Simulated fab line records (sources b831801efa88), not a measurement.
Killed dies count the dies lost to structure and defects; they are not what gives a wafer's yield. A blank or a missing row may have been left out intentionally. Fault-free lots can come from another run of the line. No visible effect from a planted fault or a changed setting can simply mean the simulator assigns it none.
fab line records	flow sky130	part 1 of 2: steps 1 to 21 of 30
[record] lots = 5	wafers = 15	lastDay = 50
route steps=708 shown VT_ADJUST_LVTN@110 VT_ADJUST_NCORE@119 VT_ADJUST_HVTR@131
lots untouched by any fault: they come from a run of this same line in which no faults occurred
startH: start of the lot's first displayed wafer, in hours after the record's first day	waitH: time in hours since the lot's previous step	" as in the row above	L1.1+2: a single row standing in for several wafers	- no value present, or no start provided	* or withheld: withheld	< > ~ a bound
route shown NAME@n: a module of which the file shows steps, and the number in the route of the first	usual: mean/standard deviation taken from wafers without a fault	same: alike in all rows	chamber/n: place in a boat	sites: the reading at each site	_std_site: the values' standard deviation	_edge_site: mean of outer sites minus mean of inner sites	radiusMm: for every site, how far away it sits from the centre of the wafer	mask NAME#n: copy n	behind: the last tool/chamber to shape the wafer	hold: what put the lot on hold/how long, in hours/how the hold closed	device: transistor that didn't switch, given as n, p or np	end of line: tests of these same wafers at the route's end	a step without rows: its recipe alone	killed: dies lost to structure and defects at the first sort, not the wafer's yield	map: a wafer's dies, marking killed ones x, the rest . and places with no die _
set.NAME: the run value of the setting; set.NAME@STEP: its run value at that earlier step	model.NAME: the simulator's own value behind a step, which no gauge read
a table for each step, a row for each wafer; lots at some steps of the route
services: a tool's chamber out of use, with start hour (startH, from the record's first day; less than 0 if before it), hours out, and reason
[[steps]]
[step SKY_VT_ADJUST_LVTN_COAT_13]
[recipe] resist = NOVOLAK	spinRpm = 3000	resistThkNm = 1140
[usual] chillPlateTempC = 22.99/0.11	exhaustPa = 45.2/0.88
lot.wafer	tool	chamber	startH	waitH	chillPlateTempC	exhaustPa
L074.1	lithoTrack-04	0	150.64	0.1	22.88	45.6
L074.4	"	0	"	"	22.86	45.2
L074.5	"	0	"	"	22.99	45.1
L085.1	lithoTrack-01	0	221.78	0.1	23.04	46.1
L085.5	"	0	"	"	23.05	45.3
L085.6	"	0	"	"	23.05	45.4
L092.1	lithoTrack-01	0	269.23	0.1	22.97	45.8
L092.3	"	0	"	"	22.97	44.2
L092.5	"	0	"	"	22.96	44.7
L094.2	lithoTrack-02	0	290.10	0.1	23.08	44.5
L094.5	"	0	"	"	23.06	44.8
L094.6	"	0	"	"	23.05	44.5
L096.2	lithoTrack-04	0	298.16	0.1	23.20	46.9
L096.5	"	0	"	"	23.01	44.6
L096.6	"	0	"	"	23.05	44.6
[step SKY_VT_ADJUST_LVTN_SOFTBAKE_14]
[recipe] tempC = 90	timeS = 60	resist = NOVOLAK
[usual] chillPlateTempC = 23.03/0.097	exhaustPa = 44.9/0.83
lot.wafer	tool	chamber	startH	waitH	chillPlateTempC	exhaustPa
L074.1	lithoTrack-04	0	150.79	0.1	22.99	43.6
L074.4	"	0	"	"	23.05	44.3
L074.5	"	0	"	"	22.96	45.0
L085.1	lithoTrack-01	0	221.93	0.1	22.99	46.3
L085.5	"	0	"	"	22.85	45.1
L085.6	"	0	"	"	23.13	44.0
L092.1	lithoTrack-01	0	269.38	0.1	22.95	43.8
L092.3	"	0	"	"	23.09	43.6
L092.5	"	0	"	"	22.88	44.8
L094.2	lithoTrack-02	0	290.25	0.1	23.24	44.6
L094.5	"	0	"	"	23.20	45.0
L094.6	"	0	"	"	23.03	44.4
L096.2	lithoTrack-04	0	298.31	0.1	23.08	44.6
L096.5	"	0	"	"	23.22	44.8
L096.6	"	0	"	"	23.22	44.7
[step SKY_VT_ADJUST_LVTN_EXPOSE_15]
[recipe] maskId = HVN_STD_DERIVED	na = 0.6	sourceShape = conventional	sigmaOuter = 0.6	polarization = unpolarized	targetCdNm = 600	doseMj = 163
[usual] reticleTempC = 22.97/0.12
lot.wafer	tool	chamber	startH	waitH	mask	reticleTempC
L074.1	ilineStepper-02	0	-	-	HVN_STD_DERIVED#0	23.06
L074.4	"	0	"	"	HVN_STD_DERIVED#0	23.13
L074.5	"	0	"	"	HVN_STD_DERIVED#0	23.10
L085.1	ilineStepper-01	0	-	-	HVN_STD_DERIVED#0	22.98
L085.5	"	0	"	"	HVN_STD_DERIVED#0	22.84
L085.6	"	0	"	"	HVN_STD_DERIVED#0	22.82
L092.1	ilineStepper-01	0	-	-	HVN_STD_DERIVED#0	22.83
L092.3	"	0	"	"	HVN_STD_DERIVED#0	22.98
L092.5	"	0	"	"	HVN_STD_DERIVED#0	22.86
L094.2	ilineStepper-02	0	-	-	HVN_STD_DERIVED#0	23.32
L094.5	"	0	"	"	HVN_STD_DERIVED#0	23.12
L094.6	"	0	"	"	HVN_STD_DERIVED#0	23.11
L096.2	ilineStepper-01	0	-	-	HVN_STD_DERIVED#0	23.01
L096.5	"	0	"	"	HVN_STD_DERIVED#0	22.76
L096.6	"	0	"	"	HVN_STD_DERIVED#0	23.05
[step SKY_VT_ADJUST_LVTN_PEB_16]
[recipe] tempC = withheld	timeS = *	resist = NOVOLAK
[usual] chillPlateTempC = *	exhaustPa = 45.1/0.86
lot.wafer	tool	chamber	startH	waitH	chillPlateTempC	exhaustPa
L074.1	lithoTrack-04	0	-	-	*	45.8
L074.4	"	0	"	"	*	45.1
L074.5	"	0	"	"	*	45.6
L085.1	lithoTrack-02	0	-	-	*	45.3
L085.5	"	0	"	"	*	44.2
L085.6	"	0	"	"	*	44.7
L092.1	lithoTrack-01	0	-	-	*	45.9
L092.3	"	0	"	"	*	44.7
L092.5	"	0	"	"	*	45.3
L094.2	lithoTrack-01	0	-	-	*	46.7
L094.5	"	0	"	"	*	46.5
L094.6	"	0	"	"	*	45.6
L096.2	lithoTrack-01	0	-	-	*	45.3
L096.5	"	0	"	"	*	44.8
L096.6	"	0	"	"	*	44.0
[step SKY_VT_ADJUST_LVTN_DEVELOP_17]
[recipe] resist = NOVOLAK	developer = TMAH	developTimeS = 60	devTempC = 23
[usual] chillPlateTempC = 22.98/0.11	exhaustPa = 45.0/0.82
lot.wafer	tool	chamber	startH	waitH	chillPlateTempC	exhaustPa
L074.1	lithoTrack-04	0	160.54	0.1	22.90	44.5
L074.4	"	0	"	"	22.86	44.4
L074.5	"	0	"	"	22.97	44.4
L085.1	lithoTrack-02	0	232.78	0.1	23.12	45.6
L085.5	"	0	"	"	23.08	45.2
L085.6	"	0	"	"	23.15	44.7
L092.1	lithoTrack-01	0	281.53	0.1	22.99	44.4
L092.3	"	0	"	"	23.10	44.9
L092.5	"	0	"	"	23.22	44.6
L094.2	lithoTrack-01	0	303.56	0.1	22.92	46.3
L094.5	"	0	"	"	23.00	45.3
L094.6	"	0	"	"	22.93	44.8
L096.2	lithoTrack-01	0	311.11	0.1	22.77	43.7
L096.5	"	0	"	"	22.76	43.9
L096.6	"	0	"	"	22.89	43.7
[step SKY_VT_ADJUST_LVTN_OVL_MEAS_18]
[usual] VT_ADJUST_LVTN_01_OVL = -0.8/1.5
lot.wafer	tool	chamber	startH	waitH	VT_ADJUST_LVTN_01_OVL[nm]
L074.1	overlay-02	-	160.69	0.1	-2.4
L074.4	"	-	"	"	-2.0
L074.5	"	-	"	"	-1.7
L085.1	overlay-02	-	232.93	0.1	-2.4
L085.5	"	-	"	"	-2.9
L085.6	"	-	"	"	-1.2
L092.1	overlay-01	-	281.68	0.1	-2.4
L092.3	"	-	"	"	-2.2
L092.5	"	-	"	"	-1.1
L094.2	overlay-01	-	303.69	0.1	-0.7
L094.5	"	-	"	"	1.1
L094.6	"	-	"	"	0.1
L096.2	overlay-02	-	311.24	0.1	-1.9
L096.5	"	-	"	"	-2.7
L096.6	"	-	"	"	-2.4
[step SKY_VT_ADJUST_LVTN_IMPLANT_19]
[recipe] species = B	energyKev = 30	doseCm2 = 6.5e+11	tiltDeg = withheld
[usual] beamEnergyKeV = 29.999/0.01	beamOnS = 9.98/0.21
lot.wafer	tool	chamber	startH	waitH	beamEnergyKeV	beamOnS
L074.1	implanter-02	0	160.72	0.0	30.010	10.09
L074.4	"	0	"	"	29.998	10.16
L074.5	"	0	"	"	30.001	10.30
L085.1	implanter-02	0	232.96	0.0	29.991	9.93
L085.5	"	0	"	"	29.991	9.87
L085.6	"	0	"	"	29.992	10.14
L092.1	implanter-03	0	281.72	0.0	29.977	9.78
L092.3	"	0	"	"	29.978	9.69
L092.5	"	0	"	"	29.993	10.24
L094.2	implanter-02	0	303.74	0.0	29.990	9.78
L094.5	"	0	"	"	29.988	9.96
L094.6	"	0	"	"	29.998	10.06
L096.2	implanter-02	0	311.29	0.0	30.028	10.04
L096.5	"	0	"	"	30.006	10.06
L096.6	"	0	"	"	29.997	10.24
[step SKY_VT_ADJUST_LVTN_STRIP_20]
[recipe] chemistry = O2/N2	powerW = 1400	pressureMtorr = 1500	platenTempC = withheld	o2FlowSccm = 3000	n2FlowSccm = 300	overashFraction = 0.5
[usual] drypumpMotorCurrentA = 5.9/0.44	o2FlowSccm = 3000/9.4	oesProductAu = 0.715/0.0048	stripTimeToEndpointS = 14.19/0.039
lot.wafer	tool	chamber	startH	waitH	drypumpMotorCurrentA	o2FlowSccm	oesProductAu	rfHoursCounterH	stripTimeToEndpointS
L074.1	plasmaAsher-03	0	160.87	0.1	6.6	2998	0.717	31	14.19
L074.4	"	0	"	"	6.7	2988	0.718	-	14.18
L074.5	"	0	"	"	6.6	2992	0.714	-	14.21
L085.1	plasmaAsher-04	1	233.11	0.1	6.2	2992	0.704	54	14.17
L085.5	"	0	"	"	5.9	2977	0.713	-	14.21
L085.6	"	1	"	"	6.2	2996	0.719	-	14.16
L092.1	plasmaAsher-04	1	281.87	0.1	6.2	2989	0.717	60	14.19
L092.3	"	0	"	"	5.9	2998	0.720	-	14.25
L092.5	"	0	"	"	5.9	3001	0.710	-	14.24
L094.2	plasmaAsher-04	1	303.87	0.1	6.2	3003	0.726	63	14.16
L094.5	"	0	"	"	5.9	2999	0.722	-	14.14
L094.6	"	1	"	"	6.2	3014	0.712	-	14.15
L096.2	plasmaAsher-01	1	311.42	0.1	5.6	2997	0.706	62	14.17
L096.5	"	1	"	"	5.6	3010	0.713	-	14.18
L096.6	"	0	"	"	5.3	3005	0.722	-	14.19
[step SKY_VT_ADJUST_LVTN_TW_MEAS_21]
[usual] VT_ADJUST_LVTN_2_TW = 189.5/0.92
lot.wafer	tool	chamber	startH	waitH	VT_ADJUST_LVTN_2_TW
L074.1	filmMetro-01	-	160.97	0.1	189.0
L074.4	"	-	"	"	188.4
L074.5	"	-	"	"	189.2
L085.1	filmMetro-02	-	233.21	0.1	188.5
L085.5	"	-	"	"	188.3
L085.6	"	-	"	"	187.5
L092.1	filmMetro-01	-	281.97	0.1	190.4
L092.3	"	-	"	"	189.1
L092.5	"	-	"	"	189.7
L094.2	filmMetro-02	-	303.98	0.1	190.6
L094.5	"	-	"	"	190.4
L094.6	"	-	"	"	189.4
L096.2	filmMetro-02	-	311.53	0.1	189.6
L096.5	"	-	"	"	190.2
L096.6	"	-	"	"	189.3
[step SKY_VT_ADJUST_NCORE_DEHYDRATE_00]
[recipe] tempC = 200	timeS = 60
[usual] chillPlateTempC = 23.02/0.11	exhaustPa = 44.9/0.91
lot.wafer	tool	chamber	startH	waitH	chillPlateTempC	exhaustPa
L074.1	lithoTrack-03	0	170.35	9.4	22.99	45.4
L074.4	"	0	"	"	23.10	45.4
L074.5	"	0	"	"	23.00	46.2
L085.1	lithoTrack-04	0	244.19	11.0	22.92	45.2
L085.5	"	0	"	"	22.85	44.0
L085.6	"	0	"	"	22.77	44.3
L092.1	lithoTrack-01	0	293.78	11.8	22.96	43.1
L092.3	"	0	"	"	23.16	45.4
L092.5	"	0	"	"	22.98	44.4
L094.2	lithoTrack-01	0	315.86	11.9	23.19	45.2
L094.5	"	0	"	"	23.09	45.4
L094.6	"	0	"	"	23.02	44.3
L096.2	lithoTrack-03	0	323.72	12.2	22.99	45.2
L096.5	"	0	"	"	22.92	45.2
L096.6	"	0	"	"	23.01	46.5
[step SKY_VT_ADJUST_NCORE_HMDS_01]
[recipe] primeTimeS = 60	primeTempC = 120
[usual] chillPlateTempC = 23.01/0.1	exhaustPa = 44.8/0.92
[same] primeTimeS = 60
lot.wafer	tool	chamber	startH	waitH	chillPlateTempC	exhaustPa
L074.1	lithoTrack-03	0	170.50	0.1	22.73	45.1
L074.4	"	0	"	"	23.03	44.4
L074.5	"	0	"	"	22.96	44.4
L085.1	lithoTrack-04	0	244.34	0.1	22.97	44.4
L085.5	"	0	"	"	23.05	44.6
L085.6	"	0	"	"	22.96	44.9
L092.1	lithoTrack-01	0	293.93	0.1	22.90	45.2
L092.3	"	0	"	"	22.97	46.1
L092.5	"	0	"	"	22.93	45.3
L094.2	lithoTrack-01	0	316.01	0.1	22.77	44.0
L094.5	"	0	"	"	22.90	45.0
L094.6	"	0	"	"	22.86	44.4
L096.2	lithoTrack-03	0	323.87	0.1	22.98	44.0
L096.5	"	0	"	"	23.06	45.7
L096.6	"	0	"	"	23.06	44.7
[step SKY_VT_ADJUST_NCORE_COAT_02]
[recipe] resist = NOVOLAK	spinRpm = 3000	resistThkNm = 1140
[usual] chillPlateTempC = 22.99/0.1	exhaustPa = 45.0/0.93
lot.wafer	tool	chamber	startH	waitH	chillPlateTempC	exhaustPa
L074.1	lithoTrack-03	0	170.65	0.1	22.87	44.9
L074.4	"	0	"	"	22.99	44.1
L074.5	"	0	"	"	22.92	45.5
L085.1	lithoTrack-04	0	244.49	0.1	22.98	44.3
L085.5	"	0	"	"	22.88	45.4
L085.6	"	0	"	"	22.92	44.7
L092.1	lithoTrack-01	0	294.08	0.1	22.83	45.3
L092.3	"	0	"	"	23.02	44.1
L092.5	"	0	"	"	22.99	44.7
L094.2	lithoTrack-01	0	316.16	0.1	23.06	44.3
L094.5	"	0	"	"	22.93	44.1
L094.6	"	0	"	"	23.12	43.1
L096.2	lithoTrack-03	0	324.02	0.1	23.02	45.6
L096.5	"	0	"	"	22.98	45.2
L096.6	"	0	"	"	23.02	44.8
[step SKY_VT_ADJUST_NCORE_SOFTBAKE_03]
[recipe] tempC = 90	timeS = 60	resist = NOVOLAK
[usual] chillPlateTempC = 23.04/0.099	exhaustPa = 45.0/0.81
lot.wafer	tool	chamber	startH	waitH	chillPlateTempC	exhaustPa
L074.1	lithoTrack-03	0	170.80	0.1	22.89	45.0
L074.4	"	0	"	"	23.04	44.8
L074.5	"	0	"	"	23.05	44.8
L085.1	lithoTrack-04	0	244.64	0.1	23.19	44.5
L085.5	"	0	"	"	22.96	43.2
L085.6	"	0	"	"	22.91	43.8
L092.1	lithoTrack-01	0	294.23	0.1	22.91	45.2
L092.3	"	0	"	"	22.89	45.0
L092.5	"	0	"	"	23.08	46.6
L094.2	lithoTrack-01	0	316.31	0.1	23.00	45.8
L094.5	"	0	"	"	23.06	45.3
L094.6	"	0	"	"	22.96	46.3
L096.2	lithoTrack-03	0	324.17	0.1	23.16	46.7
L096.5	"	0	"	"	23.11	44.7
L096.6	"	0	"	"	23.03	44.8
[step SKY_VT_ADJUST_NCORE_EXPOSE_04]
[recipe] maskId = LVTN_COMPLEMENT_THIN	na = 0.6	sourceShape = conventional	sigmaOuter = 0.6	polarization = unpolarized	targetCdNm = 380	doseMj = 139
[usual] reticleTempC = 23.00/0.11
lot.wafer	tool	chamber	startH	waitH	mask	reticleTempC
L074.1	ilineStepper-01	0	-	-	LVTN_COMPLEMENT_THIN#0	22.86
L074.4	"	0	"	"	LVTN_COMPLEMENT_THIN#0	23.03
L074.5	"	0	"	"	LVTN_COMPLEMENT_THIN#0	23.07
L085.1	ilineStepper-01	0	-	-	LVTN_COMPLEMENT_THIN#0	23.06
L085.5	"	0	"	"	LVTN_COMPLEMENT_THIN#0	23.04
L085.6	"	0	"	"	LVTN_COMPLEMENT_THIN#0	23.11
L092.1	ilineStepper-01	0	-	-	LVTN_COMPLEMENT_THIN#0	22.99
L092.3	"	0	"	"	LVTN_COMPLEMENT_THIN#0	22.92
L092.5	"	0	"	"	LVTN_COMPLEMENT_THIN#0	23.01
L094.2	ilineStepper-01	0	-	-	LVTN_COMPLEMENT_THIN#0	22.87
L094.5	"	0	"	"	LVTN_COMPLEMENT_THIN#0	22.97
L094.6	"	0	"	"	LVTN_COMPLEMENT_THIN#0	22.89
L096.2	ilineStepper-01	0	-	-	LVTN_COMPLEMENT_THIN#0	22.94
L096.5	"	0	"	"	LVTN_COMPLEMENT_THIN#0	22.95
L096.6	"	0	"	"	LVTN_COMPLEMENT_THIN#0	22.95
[step SKY_VT_ADJUST_NCORE_PEB_05]
[recipe] tempC = withheld	timeS = *	resist = NOVOLAK
[usual] chillPlateTempC = *	exhaustPa = 44.8/0.87
lot.wafer	tool	chamber	startH	waitH	chillPlateTempC	exhaustPa
L074.1	lithoTrack-04	0	-	-	*	44.5
L074.4	"	0	"	"	*	45.5
L074.5	"	0	"	"	*	45.5
L085.1	lithoTrack-03	0	-	-	*	44.8
L085.5	"	0	"	"	*	43.5
L085.6	"	0	"	"	*	45.2
L092.1	lithoTrack-01	0	-	-	*	43.6
L092.3	"	0	"	"	*	43.9
L092.5	"	0	"	"	*	45.2
L094.2	lithoTrack-03	0	-	-	*	43.3
L094.5	"	0	"	"	*	45.6
L094.6	"	0	"	"	*	45.0
L096.2	lithoTrack-03	0	-	-	*	46.1
L096.5	"	0	"	"	*	45.3
L096.6	"	0	"	"	*	45.1
[step SKY_VT_ADJUST_NCORE_DEVELOP_06]
[recipe] resist = NOVOLAK	developer = TMAH	developTimeS = 60	devTempC = 23
[usual] chillPlateTempC = 22.99/0.11	exhaustPa = 45.0/0.78
lot.wafer	tool	chamber	startH	waitH	chillPlateTempC	exhaustPa
L074.1	lithoTrack-04	0	180.89	0.1	22.75	45.5
L074.4	"	0	"	"	22.97	45.5
L074.5	"	0	"	"	22.87	44.8
L085.1	lithoTrack-03	0	256.95	0.1	23.18	44.6
L085.5	"	0	"	"	23.17	44.4
L085.6	"	0	"	"	23.16	44.1
L092.1	lithoTrack-01	0	307.63	0.1	23.01	44.7
L092.3	"	0	"	"	23.11	43.9
L092.5	"	0	"	"	22.90	44.4
L094.2	lithoTrack-03	0	329.37	0.1	22.92	44.0
L094.5	"	0	"	"	22.86	45.6
L094.6	"	0	"	"	22.90	45.1
L096.2	lithoTrack-03	0	336.92	0.1	23.13	43.9
L096.5	"	0	"	"	23.09	44.0
L096.6	"	0	"	"	23.17	45.2
[step SKY_VT_ADJUST_NCORE_CD_MEAS_07]
[recipe] targetCdNm = 380
[usual] cdNm = 379.0/2.2
lot.wafer	tool	chamber	startH	waitH	cdNm
L074.1	cdSem-02	-	181.04	0.1	380.1
L074.4	"	-	"	"	381.6
L074.5	"	-	"	"	380.6
L085.1	cdSem-02	-	257.10	0.1	376.9
L085.5	"	-	"	"	379.3
L085.6	"	-	"	"	378.5
L092.1	cdSem-02	-	307.78	0.1	377.5
L092.3	"	-	"	"	378.1
L092.5	"	-	"	"	377.2
L094.2	cdSem-02	-	329.52	0.1	375.9
L094.5	"	-	"	"	377.9
L094.6	"	-	"	"	377.5
L096.2	cdSem-01	-	337.07	0.1	379.2
L096.5	"	-	"	"	377.9
L096.6	"	-	"	"	379.1
[step SKY_VT_ADJUST_NCORE_OVL_MEAS_08]
[usual] VT_ADJUST_NCORE_OVL = -0.4/1.3
lot.wafer	tool	chamber	startH	waitH	VT_ADJUST_NCORE_OVL[nm]
L074.1	overlay-02	-	181.16	0.1	-1.8
L074.4	"	-	"	"	-2.0
L074.5	"	-	"	"	-2.7
L085.1	overlay-02	-	257.22	0.1	0.7
L085.5	"	-	"	"	-1.3
L085.6	"	-	"	"	-1.6
L092.1	overlay-01	-	307.90	0.1	-0.3
L092.3	"	-	"	"	1.4
L092.5	"	-	"	"	0.5
L094.2	overlay-01	-	329.63	0.1	0.2
L094.5	"	-	"	"	-1.3
L094.6	"	-	"	"	-1.5
L096.2	overlay-02	-	337.18	0.1	-1.4
L096.5	"	-	"	"	-1.6
L096.6	"	-	"	"	-2.2
[step SKY_VT_ADJUST_NCORE_IMPLANT_09]
[recipe] species = B	energyKev = 10	doseCm2 = 2.4e+12	tiltDeg = withheld
[usual] beamEnergyKeV = 10.001/0.0031	beamOnS = 10.00/0.23
lot.wafer	tool	chamber	startH	waitH	beamEnergyKeV	beamOnS
L074.1	implanter-03	0	181.19	0.0	9.998	9.98
L074.4	"	0	"	"	9.996	9.88
L074.5	"	0	"	"	10.000	9.95
L085.1	implanter-03	0	257.26	0.0	9.998	10.09
L085.5	"	0	"	"	9.995	10.03
L085.6	"	0	"	"	9.999	9.44
L092.1	implanter-03	0	307.94	0.0	10.000	9.74
L092.3	"	0	"	"	10.005	10.20
L092.5	"	0	"	"	10.002	9.75
L094.2	implanter-01	0	329.68	0.0	10.001	9.97
L094.5	"	0	"	"	10.002	9.62
L094.6	"	0	"	"	10.004	10.15
L096.2	implanter-01	0	337.23	0.0	10.004	9.67
L096.5	"	0	"	"	10.003	9.50
L096.6	"	0	"	"	10.002	10.27
[step SKY_VT_ADJUST_NCORE_STRIP_10]
[recipe] chemistry = O2/N2	powerW = 1400	pressureMtorr = 1500	platenTempC = withheld	o2FlowSccm = 3000	n2FlowSccm = 300	overashFraction = 0.5
[usual] drypumpMotorCurrentA = 5.7/0.47	o2FlowSccm = 3001/8.8	oesProductAu = 0.716/0.005	stripTimeToEndpointS = 14.18/0.034
lot.wafer	tool	chamber	startH	waitH	drypumpMotorCurrentA	o2FlowSccm	oesProductAu	rfHoursCounterH	stripTimeToEndpointS
L074.1	plasmaAsher-02	0	181.34	0.1	5.3	2995	0.718	6	14.13
L074.4	"	0	"	"	5.3	3001	0.707	-	14.18
L074.5	"	0	"	"	5.3	2986	0.712	-	14.21
L085.1	plasmaAsher-03	1	257.41	0.1	5.6	2999	0.718	41	14.24
L085.5	"	0	"	"	6.7	3003	0.703	-	14.21
L085.6	"	1	"	"	5.6	3008	0.715	-	14.24
L092.1	plasmaAsher-01	1	308.09	0.1	5.6	2991	0.720	62	14.22
L092.3	"	1	"	"	5.6	2984	0.715	-	14.24
L092.5	"	1	"	"	5.6	2984	0.724	-	14.17
L094.2	plasmaAsher-01	0	329.81	0.1	5.3	2975	0.712	64	14.14
L094.5	"	0	"	"	5.3	3006	0.714	-	14.16
L094.6	"	1	"	"	5.6	2985	0.716	-	14.17
L096.2	plasmaAsher-03	0	337.36	0.1	6.7	3005	0.716	50	14.24
L096.5	"	1	"	"	5.5	3004	0.722	-	14.22
L096.6	"	0	"	"	6.6	3004	0.713	-	14.23
[step SKY_VT_ADJUST_NCORE_TW_MEAS_11]
[usual] VT_ADJUST_NCORE_TW = 219.3/1.7
lot.wafer	tool	chamber	startH	waitH	VT_ADJUST_NCORE_TW
L074.1	filmMetro-03	-	181.44	0.1	216.6
L074.4	"	-	"	"	216.5
L074.5	"	-	"	"	216.5
L085.1	filmMetro-03	-	257.51	0.1	217.6
L085.5	"	-	"	"	217.8
L085.6	"	-	"	"	217.9
L092.1	filmMetro-03	-	308.19	0.1	217.9
L092.3	"	-	"	"	216.9
L092.5	"	-	"	"	218.3
L094.2	filmMetro-03	-	329.92	0.1	218.5
L094.5	"	-	"	"	218.3
L094.6	"	-	"	"	216.6
L096.2	filmMetro-03	-	337.47	0.1	218.3
L096.5	"	-	"	"	218.7
L096.6	"	-	"	"	218.5
